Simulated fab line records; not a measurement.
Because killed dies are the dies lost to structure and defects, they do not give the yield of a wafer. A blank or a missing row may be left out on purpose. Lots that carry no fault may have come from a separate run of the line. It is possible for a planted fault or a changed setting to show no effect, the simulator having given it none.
fab line records -- flow sky130 -- part 1 of 2: steps 1 to 24 of 33
record: lots: 5, wafers: 15, last-day: 48
route steps=708 shown METAL2@497 VIA2@507
lots untouched by any fault: they come from a run of this same line in which no faults occurred
start-h: hours from the record's first day to the start of the lot's first wafer shown -- wait-h: hours from the lot's prior step to this one -- " repeats the value in the row above -- L1.1+2: several wafers, shown together as one row -- - either no value or no given start -- * or withheld: withheld -- < > ~ a bound
route shown NAME@n: NAME is a module with steps in the file, n the number in the route of the first one -- usual: average and standard deviation across the fault-free wafers -- same: alike in all rows -- chamber/n: place in a boat -- sites: the reading at each site -- _std_site: their standard deviation -- _edge_site: inner sites' mean taken away from outer sites' mean -- radius-mm: for every site, how far away it sits from the centre of the wafer -- mask NAME#n: copy n -- behind: the tool/chamber that last shaped the wafer -- hold: why the lot was held/for how many hours/how that ended -- device: the transistor (n, p or np) that didn't switch -- end of line: tests of these same wafers at the route's end -- a step without rows: its recipe alone -- killed: at the first sort, the dies lost to defects and structure; wafer yield is something else -- map: a wafer's dies, x killed, . not, _ none there
set.NAME: the setting that was run; set.NAME@STEP: the one run at that earlier step -- model.NAME: the simulator's own value behind a step, which no gauge read
lots at selected steps of the route; one table per step, one row per wafer
services: the hour from which a tool's chamber was out of use, counted from the record's first day as start-h (under 0 if before that day), plus the number of hours and why
== steps ==
step: SKY_METAL2_DEVELOP_14
recipe: develop-time-s: 60, resist: KrF-thick, dev-temp-c: 21
usual: chill-plate-temp-C: 23.01/0.1, exhaust-pa: 45.1/0.94
lot.wafer,tool,chamber,start-h,wait-h,chill-plate-temp-C,exhaust-pa
L080.2,litho-track-02,0,-,-,22.89,46.1
L080.3,litho-track-02,0,-,-,23.00,45.5
L080.5,litho-track-02,0,-,-,23.00,45.0
L082.1,litho-track-04,0,-,-,22.87,45.8
L082.3,litho-track-04,0,-,-,22.93,45.6
L082.4,litho-track-04,0,-,-,22.98,45.0
L081.1,litho-track-04,0,-,-,23.22,45.6
L081.4,litho-track-04,0,-,-,23.12,45.9
L081.6,litho-track-04,0,-,-,23.10,45.6
L084.2,litho-track-04,0,-,-,22.81,44.8
L084.5,litho-track-04,0,-,-,22.80,44.9
L084.6,litho-track-04,0,-,-,22.86,44.6
L085.1,litho-track-01,0,-,-,23.02,46.6
L085.2,litho-track-01,0,-,-,23.11,45.5
L085.3,litho-track-01,0,-,-,23.06,44.9
step: SKY_METAL2_CD_MEAS_15
recipe: target-cd-nm: 140
usual: cd-nm: 140.7/1.6
lot.wafer,tool,chamber,start-h,wait-h,cd-nm
L080.2,cd-sem-01,-,890.67,-,142.9
L080.3,cd-sem-01,-,890.67,-,143.4
L080.5,cd-sem-01,-,890.67,-,144.0
L082.1,cd-sem-01,-,897.64,-,140.9
L082.3,cd-sem-01,-,897.64,-,140.5
L082.4,cd-sem-01,-,897.64,-,140.5
L081.1,cd-sem-01,-,899.79,-,140.5
L081.4,cd-sem-01,-,899.79,-,140.2
L081.6,cd-sem-01,-,899.79,-,140.5
L084.2,cd-sem-01,-,901.66,-,141.4
L084.5,cd-sem-01,-,901.66,-,140.4
L084.6,cd-sem-01,-,901.66,-,140.4
L085.1,cd-sem-02,-,902.91,-,137.6
L085.2,cd-sem-02,-,902.91,-,137.6
L085.3,cd-sem-02,-,902.91,-,137.4
step: SKY_METAL2_OVL_MEAS_16
usual: METAL2_OVL: -1/5.4
lot.wafer,tool,chamber,start-h,wait-h,METAL2_OVL[nm]
L080.2,overlay-02,-,890.77,0.1,-4
L080.3,overlay-02,-,890.77,0.1,0
L080.5,overlay-02,-,890.77,0.1,0
L082.1,overlay-01,-,897.76,0.1,3
L082.3,overlay-01,-,897.76,0.1,7
L082.4,overlay-01,-,897.76,0.1,-10
L081.1,overlay-01,-,899.91,0.1,-7
L081.4,overlay-01,-,899.91,0.1,-7
L081.6,overlay-01,-,899.91,0.1,7
L084.2,overlay-02,-,901.77,0.1,-5
L084.5,overlay-02,-,901.77,0.1,0
L084.6,overlay-02,-,901.77,0.1,-5
L085.1,overlay-01,-,903.03,0.1,-2
L085.2,overlay-01,-,903.03,0.1,-3
L085.3,overlay-01,-,903.03,0.1,-2
step: SKY_METAL2_DESCUM_17
recipe: chemistry: O2, source-power-w: 150, bias-power-w: 0, pressure-mtorr: 10, temp-c: 40, time-s: 8
usual: drypump-motor-current-A: 5.7/0.59, oes-product-au: 1.001/0.011
lot.wafer,tool,chamber,start-h,wait-h,drypump-motor-current-A,oes-product-au,rf-hours-counter-h
L080.2,rie-metal-03,0,890.80,0.0,6.5,1.010,5
L080.3,rie-metal-03,1,890.80,0.0,6.0,0.980,-
L080.5,rie-metal-03,1,890.80,0.0,6.0,1.004,-
L082.1,rie-metal-01,0,897.80,0.0,4.9,0.990,13
L082.3,rie-metal-01,1,897.80,0.0,5.8,0.996,-
L082.4,rie-metal-01,0,897.80,0.0,4.9,0.993,-
L081.1,rie-metal-01,1,899.95,0.0,5.8,0.996,1
L081.4,rie-metal-01,0,899.95,0.0,4.9,0.992,-
L081.6,rie-metal-01,0,899.95,0.0,4.9,1.001,-
L084.2,rie-metal-01,0,901.80,0.0,4.9,0.996,13
L084.5,rie-metal-01,0,901.80,0.0,4.9,0.992,-
L084.6,rie-metal-01,1,901.80,0.0,5.8,0.995,-
L085.1,rie-metal-04,0,903.06,0.0,5.1,1.021,12
L085.2,rie-metal-04,0,903.06,0.0,5.1,1.014,-
L085.3,rie-metal-04,0,903.06,0.0,5.1,1.014,-
step: SKY_METAL2_ETCH_18
recipe: chemistry: N2/H2, target: BARC, ion-energy-ev: 200, bias-w: 100, pressure-mtorr: 30, n2-flow-sccm: 100, h2-flow-sccm: 200, icp-w: 500, stop-on: SiO2, time-s: 45.9, target-depth-a: 600
usual: bias-w: 100.0/0.32, drypump-motor-current-A: 5.7/0.59, oes-product-au: 0.855/0.0047, throttle-valve-pct: 13.224/0.0095
lot.wafer,tool,chamber,start-h,wait-h,bias-w,drypump-motor-current-A,oes-product-au,rf-hours-counter-h,throttle-valve-pct
L080.2,rie-metal-03,0,890.83,0.0,100.2,6.5,0.853,5,13.229
L080.3,rie-metal-03,1,890.83,0.0,100.1,6.0,0.865,-,13.220
L080.5,rie-metal-03,1,890.83,0.0,100.0,6.0,0.860,-,13.232
L082.1,rie-metal-01,0,897.83,0.0,100.2,4.9,0.856,13,13.229
L082.3,rie-metal-01,1,897.83,0.0,100.2,5.8,0.847,-,13.226
L082.4,rie-metal-01,0,897.83,0.0,100.5,4.9,0.852,-,13.225
L081.1,rie-metal-01,1,899.98,0.0,99.6,5.8,0.847,1,13.225
L081.4,rie-metal-01,0,899.98,0.0,100.3,4.9,0.859,-,13.229
L081.6,rie-metal-01,0,899.98,0.0,99.8,4.9,0.857,-,13.209
L084.2,rie-metal-01,0,901.83,0.0,99.7,4.9,0.857,13,13.223
L084.5,rie-metal-01,0,901.83,0.0,99.5,4.9,0.854,-,13.234
L084.6,rie-metal-01,1,901.83,0.0,99.5,5.8,0.862,-,13.236
L085.1,rie-metal-04,0,903.13,0.1,99.8,5.0,0.859,12,13.225
L085.2,rie-metal-04,0,903.13,0.1,99.7,5.1,0.849,-,13.228
L085.3,rie-metal-04,0,903.13,0.1,99.7,5.1,0.857,-,13.231
step: SKY_METAL2_METAL_ETCH_19
recipe: target-depth-a: 3600, stop-on: SiO2, over-etch-frac: 0.3, time-s: 78, chemistry: Cl2/BCl3, resist-sidewall-deg: 88, pressure-mtorr: 10, icp-w: 900, bias-w: 48.5, Cl2_flow_sccm: 60, bcl3-flow-sccm: 30
usual: bias-w: 48.50/0.14, drypump-motor-current-A: 5.7/0.59, oes-product-au: 0.855/0.0063, throttle-valve-pct: 22.266/0.0089
lot.wafer,tool,chamber,start-h,wait-h,bias-w,drypump-motor-current-A,oes-product-au,rf-hours-counter-h,throttle-valve-pct
L080.2,rie-metal-03,0,890.90,0.0,48.36,6.5,0.858,5,22.267
L080.3,rie-metal-03,1,890.90,0.0,48.38,6.0,0.855,-,22.254
L080.5,rie-metal-03,1,890.90,0.0,48.27,6.0,0.852,-,22.265
L082.1,rie-metal-01,0,897.89,0.0,48.54,4.9,0.845,13,22.267
L082.3,rie-metal-01,1,897.89,0.0,48.48,5.8,0.849,-,22.288
L082.4,rie-metal-01,0,897.89,0.0,48.47,4.9,0.857,-,22.255
L081.1,rie-metal-01,1,900.04,0.0,48.40,5.8,0.861,1,22.275
L081.4,rie-metal-01,0,900.04,0.0,48.50,4.9,0.847,-,22.260
L081.6,rie-metal-01,0,900.04,0.0,48.38,4.9,0.844,-,22.290
L084.2,rie-metal-01,0,901.89,0.0,48.57,4.9,0.848,13,22.268
L084.5,rie-metal-01,0,901.89,0.0,48.49,4.9,0.853,-,22.255
L084.6,rie-metal-01,1,901.89,0.0,48.58,5.8,0.848,-,22.261
L085.1,rie-metal-04,0,903.25,0.1,48.45,5.0,0.850,12,22.265
L085.2,rie-metal-04,0,903.25,0.1,48.50,5.0,0.859,-,22.271
L085.3,rie-metal-04,0,903.25,0.1,48.57,5.0,0.858,-,22.282
step: SKY_METAL2_STRIP_20
recipe: chemistry: O2/N2, power-w: 1400, pressure-mtorr: 1500, platen-temp-c: withheld, o2-flow-sccm: 3000, n2-flow-sccm: 300, overash-fraction: 0.5
usual: drypump-motor-current-A: 5.7/0.46, oes-product-au: 0.343/0.0054, strip-time-to-endpoint-s: 2.69/0.047
lot.wafer,tool,chamber,start-h,wait-h,drypump-motor-current-A,oes-product-au,rf-hours-counter-h,strip-time-to-endpoint-s
L080.2,plasma-asher-02,1,890.99,0.1,4.8,0.352,105,2.69
L080.3,plasma-asher-02,0,890.99,0.1,6.1,0.347,-,2.80
L080.5,plasma-asher-02,0,890.99,0.1,6.1,0.353,-,2.79
L082.1,plasma-asher-03,1,897.98,0.1,6.2,0.337,47,2.71
L082.3,plasma-asher-03,0,897.98,0.1,5.8,0.348,-,2.72
L082.4,plasma-asher-03,1,897.98,0.1,6.2,0.335,-,2.70
L081.1,plasma-asher-02,0,900.13,0.1,6.1,0.337,105,2.72
L081.4,plasma-asher-02,1,900.13,0.1,4.8,0.349,-,2.67
L081.6,plasma-asher-02,0,900.13,0.1,6.1,0.345,-,2.68
L084.2,plasma-asher-03,1,901.98,0.1,6.2,0.337,48,2.74
L084.5,plasma-asher-03,0,901.98,0.1,5.8,0.349,-,2.71
L084.6,plasma-asher-03,1,901.98,0.1,6.2,0.347,-,2.74
L085.1,plasma-asher-04,0,903.43,0.1,5.9,0.338,78,2.65
L085.2,plasma-asher-04,1,903.43,0.1,5.7,0.345,78,2.67
L085.3,plasma-asher-04,0,903.43,0.1,5.9,0.343,-,2.65
step: SKY_METAL2_STRIP_21
recipe: chemistry: post-etch-residue-remover, time-s: 1200, temp-c: 72.5
lot.wafer,tool,chamber,start-h,wait-h
L080.2+3+5,wet-bench-02,2,891.09,0.1
L082.1+3+4,wet-bench-03,2,898.08,0.1
L081.1+4+6,wet-bench-02,0,900.23,0.1
L084.2+5+6,wet-bench-02,0,902.08,0.1
L085.1+2+3,wet-bench-04,3,903.53,0.1
step: SKY_METAL2_CLEAN_22
recipe: chemistry: IPA, time-s: 180, temp-c: 25
lot.wafer,tool,chamber,start-h,wait-h
L080.2+3+5,wet-bench-02,3,891.46,0.0
L082.1+3+4,wet-bench-02,0,898.42,0.0
L081.1+4+6,wet-bench-03,3,900.57,0.0
L084.2+5+6,wet-bench-03,0,902.42,0.0
L085.1+2+3,wet-bench-02,0,903.91,0.0
step: SKY_METAL2_CLEAN_23
recipe: chemistry: O3/DIW, dry: n2-spin
lot.wafer,tool,chamber,start-h,wait-h
L080.2+3+5,wet-bench-02,3,891.52,0.0
L082.1+3+4,wet-bench-04,0,898.48,0.0
L081.1+4+6,wet-bench-04,1,900.63,0.0
L084.2+5+6,wet-bench-02,3,902.48,0.0
L085.1+2+3,wet-bench-04,2,903.96,0.0
step: SKY_VIA2_HDPCVD_00
recipe: material: SiO2, target-thk-nm: 1180, sigma-open-frac: 0.3, time-s: 196.7, temp-c: 400, sih4-flow-sccm: 60, pressure-mtorr: 6
usual: susceptor-temp-C: 399.98/0.22
lot.wafer,tool,chamber,start-h,wait-h,susceptor-temp-C
L080.2,hdpcvd-01,2,891.62,0.0,400.26
L080.3,hdpcvd-01,0,891.62,0.0,400.09
L080.5,hdpcvd-01,0,891.62,0.0,399.98
L082.1,hdpcvd-01,1,898.57,0.0,399.72
L082.3,hdpcvd-01,0,898.57,0.0,399.84
L082.4,hdpcvd-01,1,898.57,0.0,399.78
L081.1,hdpcvd-02,0,900.73,0.0,400.11
L081.4,hdpcvd-02,0,900.73,0.0,399.70
L081.6,hdpcvd-02,1,900.73,0.0,399.80
L084.2,hdpcvd-01,2,902.57,0.0,399.74
L084.5,hdpcvd-01,1,902.57,0.0,399.80
L084.6,hdpcvd-01,2,902.57,0.0,399.84
L085.1,hdpcvd-02,2,904.06,0.0,400.35
L085.2,hdpcvd-02,0,904.06,0.0,400.02
L085.3,hdpcvd-02,1,904.06,0.0,400.20
step: SKY_VIA2_THK_MEAS_01
recipe: reads: SiO2_of_VIA2_HDPCVD_00
usual: VIA2_HDPCVD_THK: 1180/13
lot.wafer,tool,chamber,start-h,wait-h,VIA2_HDPCVD_THK[nm]
L080.2,film-metro-04,-,891.76,0.1,1184
L080.3,film-metro-04,-,891.76,0.1,1197
L080.5,film-metro-04,-,891.76,0.1,1202
L082.1,film-metro-03,-,898.70,0.1,1190
L082.3,film-metro-03,-,898.70,0.1,1191
L082.4,film-metro-03,-,898.70,0.1,1184
L081.1,film-metro-02,-,900.86,0.1,1191
L081.4,film-metro-02,-,900.86,0.1,1181
L081.6,film-metro-02,-,900.86,0.1,1194
L084.2,film-metro-04,-,902.71,0.1,1188
L084.5,film-metro-04,-,902.71,0.1,1188
L084.6,film-metro-04,-,902.71,0.1,1198
L085.1,film-metro-03,-,904.19,0.1,1157
L085.2,film-metro-03,-,904.19,0.1,1182
L085.3,film-metro-03,-,904.19,0.1,1174
step: SKY_VIA2_CMP_02
recipe: material: SiO2, down-force-psi: 4, platen-rpm: 60, pad-velocity-m-s: 0.94248
usual: edge-zone-pressure-frac: 1.000/0.0048, motor-current-A: 11.9/1.4
lot.wafer,tool,chamber,start-h,wait-h,edge-zone-pressure-frac,motor-current-A
L080.2,cmp-02,0,891.86,0.1,1.001,11.2
L080.3,cmp-02,1,891.86,0.1,0.999,10.3
L080.5,cmp-02,0,891.86,0.1,0.997,10.8
L082.1,cmp-02,3,898.81,0.1,1.002,13.0
L082.3,cmp-02,0,898.81,0.1,0.999,10.8
L082.4,cmp-02,1,898.81,0.1,0.996,10.4
L081.1,cmp-01,3,901.02,0.1,0.995,13.0
L081.4,cmp-01,0,901.02,0.1,1.003,10.7
L081.6,cmp-01,2,901.02,0.1,1.000,15.1
L084.2,cmp-02,3,902.91,0.2,0.997,12.8
L084.6,cmp-02,0,902.91,0.2,0.996,11.5
L084.5,cmp-02,1,902.91,0.2,1.005,10.4
L085.3,cmp-02,2,904.30,0.1,0.998,11.7
L085.2,cmp-02,3,904.30,0.1,0.990,11.7
L085.1,cmp-02,0,904.30,0.1,1.011,11.0
step: SKY_VIA2_BOW_MEAS_03
recipe: mode: bow
usual: VIA2_BOW: 85/7.7
lot.wafer,tool,chamber,start-h,wait-h,VIA2_BOW[um]
L080.2,film-metro-04,-,892.13,0.2,79
L080.3,film-metro-04,-,892.13,0.2,88
L080.5,film-metro-04,-,892.13,0.2,75
L082.1,film-metro-02,-,899.06,0.2,86
L082.3,film-metro-02,-,899.06,0.2,78
L082.4,film-metro-02,-,899.06,0.2,88
L081.1,film-metro-02,-,901.22,0.1,75
L081.4,film-metro-02,-,901.22,0.1,89
L081.6,film-metro-02,-,901.22,0.1,87
L084.2,film-metro-02,-,903.08,0.1,91
L084.5,film-metro-02,-,903.08,0.1,81
L084.6,film-metro-02,-,903.08,0.1,85
L085.1,film-metro-03,-,904.55,0.1,92
L085.2,film-metro-03,-,904.55,0.1,85
L085.3,film-metro-03,-,904.55,0.1,94
step: SKY_VIA2_DEHYDRATE_04
recipe: temp-c: 200, time-s: 60
usual: chill-plate-temp-C: 22.99/0.11, exhaust-pa: 45.0/0.88
lot.wafer,tool,chamber,start-h,wait-h,chill-plate-temp-C,exhaust-pa
L080.2,litho-track-01,0,904.63,12.5,23.01,45.4
L080.3,litho-track-01,0,904.63,12.5,22.91,44.1
L080.5,litho-track-01,0,904.63,12.5,23.00,44.1
L082.1,litho-track-01,0,910.61,11.5,22.89,45.6
L082.3,litho-track-01,0,910.61,11.5,22.88,45.8
L082.4,litho-track-01,0,910.61,11.5,22.85,44.2
L081.1,litho-track-04,0,912.19,11.0,23.07,45.2
L081.4,litho-track-04,0,912.19,11.0,22.89,44.8
L081.6,litho-track-04,0,912.19,11.0,22.84,44.6
L084.2,litho-track-01,0,914.53,11.4,23.07,45.3
L084.5,litho-track-01,0,914.53,11.4,23.10,44.6
L084.6,litho-track-01,0,914.53,11.4,23.08,44.7
L085.1,litho-track-01,0,916.21,11.6,22.95,46.1
L085.2,litho-track-01,0,916.21,11.6,22.99,45.7
L085.3,litho-track-01,0,916.21,11.6,22.79,45.0
step: SKY_VIA2_HMDS_05
recipe: prime-time-s: 60, prime-temp-c: 120
usual: chill-plate-temp-C: 22.99/0.11, exhaust-pa: 44.5/0.92
lot.wafer,tool,chamber,start-h,wait-h,chill-plate-temp-C,exhaust-pa
L080.2,litho-track-01,0,904.78,0.1,22.93,44.8
L080.3,litho-track-01,0,904.78,0.1,22.97,45.8
L080.5,litho-track-01,0,904.78,0.1,22.96,44.4
L082.1,litho-track-01,0,910.76,0.1,23.02,45.4
L082.3,litho-track-01,0,910.76,0.1,23.04,43.8
L082.4,litho-track-01,0,910.76,0.1,22.88,43.2
L081.1,litho-track-04,0,912.34,0.1,23.01,45.1
L081.4,litho-track-04,0,912.34,0.1,22.80,44.1
L081.6,litho-track-04,0,912.34,0.1,23.08,44.3
L084.2,litho-track-01,0,914.68,0.1,23.01,44.4
L084.5,litho-track-01,0,914.68,0.1,22.98,44.9
L084.6,litho-track-01,0,914.68,0.1,22.94,43.5
L085.1,litho-track-01,0,916.36,0.1,23.14,45.5
L085.2,litho-track-01,0,916.36,0.1,23.15,45.1
L085.3,litho-track-01,0,916.36,0.1,23.09,45.7
step: SKY_VIA2_COAT_06
recipe: resist: BARC, temp-c: withheld, time-s: withheld, spin-rpm: 3000, resist-thk-nm: 60
usual: chill-plate-temp-C: *, exhaust-pa: 45.1/0.84
lot.wafer,tool,chamber,start-h,wait-h,chill-plate-temp-C,exhaust-pa
L080.2,litho-track-01,0,904.93,0.1,*,44.6
L080.3,litho-track-01,0,904.93,0.1,*,45.3
L080.5,litho-track-01,0,904.93,0.1,*,44.5
L082.1,litho-track-01,0,910.91,0.1,*,46.2
L082.3,litho-track-01,0,910.91,0.1,*,46.2
L082.4,litho-track-01,0,910.91,0.1,*,45.2
L081.1,litho-track-04,0,912.49,0.1,*,44.3
L081.4,litho-track-04,0,912.49,0.1,*,45.2
L081.6,litho-track-04,0,912.49,0.1,*,44.9
L084.2,litho-track-01,0,914.83,0.1,*,44.2
L084.5,litho-track-01,0,914.83,0.1,*,45.1
L084.6,litho-track-01,0,914.83,0.1,*,43.0
L085.1,litho-track-01,0,916.51,0.1,*,46.2
L085.2,litho-track-01,0,916.51,0.1,*,47.0
L085.3,litho-track-01,0,916.51,0.1,*,45.7
step: SKY_VIA2_COAT_07
recipe: resist: KrF-thick, spin-rpm: 3000, resist-thk-nm: 450
usual: chill-plate-temp-C: 22.97/0.096, exhaust-pa: 45.1/0.91
lot.wafer,tool,chamber,start-h,wait-h,chill-plate-temp-C,exhaust-pa
L080.2,litho-track-01,0,-,-,22.80,46.2
L080.3,litho-track-01,0,-,-,22.84,45.4
L080.5,litho-track-01,0,-,-,22.91,46.9
L082.1,litho-track-01,0,-,-,23.08,43.6
L082.3,litho-track-01,0,-,-,22.94,45.6
L082.4,litho-track-01,0,-,-,23.03,45.6
L081.1,litho-track-04,0,-,-,22.85,45.1
L081.4,litho-track-04,0,-,-,22.82,44.9
L081.6,litho-track-04,0,-,-,22.76,45.1
L084.2,litho-track-01,0,-,-,22.84,46.2
L084.5,litho-track-01,0,-,-,23.07,46.3
L084.6,litho-track-01,0,-,-,22.95,45.5
L085.1,litho-track-01,0,-,-,23.05,44.6
L085.2,litho-track-01,0,-,-,23.05,44.8
L085.3,litho-track-01,0,-,-,22.92,44.9
step: SKY_VIA2_SOFTBAKE_08
recipe: temp-c: 100, time-s: 90, resist: KrF-thick
usual: chill-plate-temp-C: 22.98/0.11, exhaust-pa: 45.0/0.87
lot.wafer,tool,chamber,start-h,wait-h,chill-plate-temp-C,exhaust-pa
L080.2,litho-track-01,0,-,-,22.91,45.1
L080.3,litho-track-01,0,-,-,22.99,44.6
L080.5,litho-track-01,0,-,-,22.83,44.2
L082.1,litho-track-01,0,-,-,23.01,44.8
L082.3,litho-track-01,0,-,-,22.79,44.5
L082.4,litho-track-01,0,-,-,22.88,45.4
L081.1,litho-track-04,0,-,-,23.05,44.3
L081.4,litho-track-04,0,-,-,23.05,44.9
L081.6,litho-track-04,0,-,-,23.11,45.3
L084.2,litho-track-01,0,-,-,23.11,45.5
L084.5,litho-track-01,0,-,-,23.18,45.3
L084.6,litho-track-01,0,-,-,23.03,46.6
L085.1,litho-track-01,0,-,-,23.12,45.2
L085.2,litho-track-01,0,-,-,23.24,45.3
L085.3,litho-track-01,0,-,-,23.10,46.1
step: SKY_VIA2_EXPOSE_09
recipe: mask-id: VIM2, na: 0.8, source-shape: annular, sigma-inner: 0.55, sigma-outer: 0.85, target-cd-nm: 200, dose-mj: 38
lot.wafer,tool,chamber,start-h,wait-h,mask
L080.2+3+5,krf-scanner-01,0,-,-,VIM2#0
L082.1+3+4,krf-scanner-02,0,-,-,VIM2#0
L081.1+4+6,krf-scanner-01,0,-,-,VIM2#0
L084.2+5+6,krf-scanner-01,0,-,-,VIM2#0
L085.1+2+3,krf-scanner-01,0,-,-,VIM2#0
step: SKY_VIA2_PEB_10
recipe: peb-temp-c: withheld, peb-time-s: withheld, resist: KrF-thick
usual: chill-plate-temp-C: *, exhaust-pa: 45.0/0.79
lot.wafer,tool,chamber,start-h,wait-h,chill-plate-temp-C,exhaust-pa
L080.2,litho-track-01,0,-,-,*,43.8
L080.3,litho-track-01,0,-,-,*,45.9
L080.5,litho-track-01,0,-,-,*,45.2
L082.1,litho-track-04,0,-,-,*,46.0
L082.3,litho-track-04,0,-,-,*,44.9
L082.4,litho-track-04,0,-,-,*,45.3
L081.1,litho-track-03,0,-,-,*,44.0
L081.4,litho-track-03,0,-,-,*,44.7
L081.6,litho-track-03,0,-,-,*,45.2
L084.2,litho-track-03,0,-,-,*,45.2
L084.5,litho-track-03,0,-,-,*,45.8
L084.6,litho-track-03,0,-,-,*,45.3
L085.1,litho-track-03,0,-,-,*,44.7
L085.2,litho-track-03,0,-,-,*,46.2
L085.3,litho-track-03,0,-,-,*,43.9
step: SKY_VIA2_DEVELOP_11
recipe: develop-time-s: 60, resist: KrF-thick, dev-temp-c: 21.62
usual: chill-plate-temp-C: 23.00/0.096, exhaust-pa: 45.0/0.83
lot.wafer,tool,chamber,start-h,wait-h,chill-plate-temp-C,exhaust-pa
L080.2,litho-track-01,0,-,-,23.01,45.7
L080.3,litho-track-01,0,-,-,23.03,45.5
L080.5,litho-track-01,0,-,-,22.96,45.6
L082.1,litho-track-04,0,-,-,22.98,44.2
L082.3,litho-track-04,0,-,-,22.98,43.5
L082.4,litho-track-04,0,-,-,22.93,43.5
L081.1,litho-track-03,0,-,-,22.99,45.4
L081.4,litho-track-03,0,-,-,22.98,45.0
L081.6,litho-track-03,0,-,-,22.95,44.5
L084.2,litho-track-03,0,-,-,23.10,46.5
L084.5,litho-track-03,0,-,-,22.86,45.4
L084.6,litho-track-03,0,-,-,23.11,45.2
L085.1,litho-track-03,0,-,-,23.00,43.9
L085.2,litho-track-03,0,-,-,22.97,44.9
L085.3,litho-track-03,0,-,-,22.95,44.9
step: SKY_VIA2_CD_MEAS_12
recipe: target-cd-nm: 200
usual: cd-nm: 200.1/1.7
lot.wafer,tool,chamber,start-h,wait-h,cd-nm
L080.2,cd-sem-01,-,918.03,-,201.0
L080.3,cd-sem-01,-,918.03,-,199.3
L080.5,cd-sem-01,-,918.03,-,200.7
L082.1,cd-sem-02,-,923.19,-,200.8
L082.3,cd-sem-02,-,923.19,-,199.9
L082.4,cd-sem-02,-,923.19,-,199.9
L081.1,cd-sem-02,-,926.13,-,201.9
L081.4,cd-sem-02,-,926.13,-,201.9
L081.6,cd-sem-02,-,926.13,-,201.1
L084.2,cd-sem-02,-,927.80,-,200.7
L084.5,cd-sem-02,-,927.80,-,198.7
L084.6,cd-sem-02,-,927.80,-,200.2
L085.1,cd-sem-01,-,929.13,-,196.6
L085.2,cd-sem-01,-,929.13,-,196.5
L085.3,cd-sem-01,-,929.13,-,196.5
step: SKY_VIA2_OVL_MEAS_13
usual: VIA2_OVL: 2/5.7
lot.wafer,tool,chamber,start-h,wait-h,VIA2_OVL[nm]
L080.2,overlay-02,-,918.13,0.1,7
L080.3,overlay-02,-,918.13,0.1,15
L080.5,overlay-02,-,918.13,0.1,0
L082.1,overlay-01,-,923.31,0.1,-2
L082.3,overlay-01,-,923.31,0.1,0
L082.4,overlay-01,-,923.31,0.1,1
L081.1,overlay-02,-,926.25,0.1,-4
L081.4,overlay-02,-,926.25,0.1,-6
L081.6,overlay-02,-,926.25,0.1,-2
L084.2,overlay-02,-,927.91,0.1,10
L084.5,overlay-02,-,927.91,0.1,8
L084.6,overlay-02,-,927.91,0.1,8
L085.1,overlay-01,-,929.25,0.1,-2
L085.2,overlay-01,-,929.25,0.1,-8
L085.3,overlay-01,-,929.25,0.1,3
